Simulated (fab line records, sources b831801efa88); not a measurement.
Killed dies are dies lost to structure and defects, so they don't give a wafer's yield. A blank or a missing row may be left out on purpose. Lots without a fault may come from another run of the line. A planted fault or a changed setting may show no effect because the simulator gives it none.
Which tool did it? | flow gf180mcu | 6 lots, 18 wafers sampled, at 4 steps of a route of 602

WHAT THE GAUGES READ, wafer by wafer
GF_HV_LDD_OVL_MEAS_08.
lot  | measured     | on         | HV_LDD_OVL (nm)
L543 | day 10 16:20 | overlay-01 | 0.4 0.5 -0.6
L545 | day 11 05:36 | overlay-01 | 1.8 0.7 0.2
L548 | day 12 01:24 | overlay-02 | 61.8 61.6 60.2
L554 | day 14 13:43 | overlay-02 | -1.6 0.0 0.9
L559 | day 15 14:49 | overlay-01 | -1.7 -1.0 0.6
L562 | day 16 13:15 | overlay-01 | -0.2 0.6 -0.7

WHICH TOOL RAN EACH LOT (tool, then ch and the chambers of the sampled wafers, then the start)
lot  | GF_VT_IMPLANT_STRIP_31               | GF_DUAL_GATE_STRIP_13                | GF_HV_LDD_EXPOSE_04
L543 | plasma_asher-03 ch 0,1, day 7 13:05  | plasma_asher-01 ch 0,1, day 9 00:46  | iline_stepper-02 ch 0, day 10 07:38
L545 | plasma_asher-02 ch 0, day 7 21:38    | plasma_asher-04 ch 0, day 9 10:17    | iline_stepper-02 ch 0, day 10 20:13
L548 | plasma_asher-03 ch 0,1, day 8 17:32  | plasma_asher-02 ch 0,1, day 10 06:41 | iline_stepper-01 ch 0, day 11 16:21
L554 | plasma_asher-04 ch 0,1, day 10 12:11 | plasma_asher-04 ch 0,1, day 12 13:32 | iline_stepper-02 ch 0, day 14 03:54
L559 | plasma_asher-04 ch 0,1, day 11 17:56 | plasma_asher-04 ch 0,1, day 13 14:04 | iline_stepper-02 ch 0, day 15 04:05
L562 | plasma_asher-02 ch 0,1, day 12 17:01 | plasma_asher-01 ch 0,1, day 14 12:13 | iline_stepper-02 ch 0, day 16 02:37
- GF_VT_IMPLANT_STRIP_31: strips in O2/N2.
- GF_DUAL_GATE_STRIP_13: strips in O2/N2.
- GF_HV_LDD_EXPOSE_04: exposes mask Nplus LV AREA, target cd 400 nm.

THE ANSWER, worked out from the rows above alone
Rule: what is usual is taken from the lots themselves. Put in order of their means at a reading, lots are off if they are a third of the lots or fewer, leave a main group of 4 or more, and stand apart from it by a gap of 3 or more times the standard deviation of the main group's means; of several such gaps the widest counts. A main group whose means are all the same, to the digits that the tables above print for the reading, isn't used. A lot without any number at a reading at which 4 lots or more have one is off too. The other lots that the step has rows for count as sound.
Off: L548, at GF_HV_LDD_OVL_MEAS_08 (HV_LDD_OVL). The main group: mean -0.0 nm, standard deviation 0.52.
A tool fits if, at a process step before that reading, it ran every lot that is off, and no sound lot after the first of them. The gauges at GF_HV_LDD_OVL_MEAS_08 are tried like those tools. Can't be told from this: 3 tools fit, plasma_asher-03 at GF_VT_IMPLANT_STRIP_31, plasma_asher-02 at GF_DUAL_GATE_STRIP_13, iline_stepper-01 at GF_HV_LDD_EXPOSE_04.

WHAT THE SIMULATOR HAD PUT IN
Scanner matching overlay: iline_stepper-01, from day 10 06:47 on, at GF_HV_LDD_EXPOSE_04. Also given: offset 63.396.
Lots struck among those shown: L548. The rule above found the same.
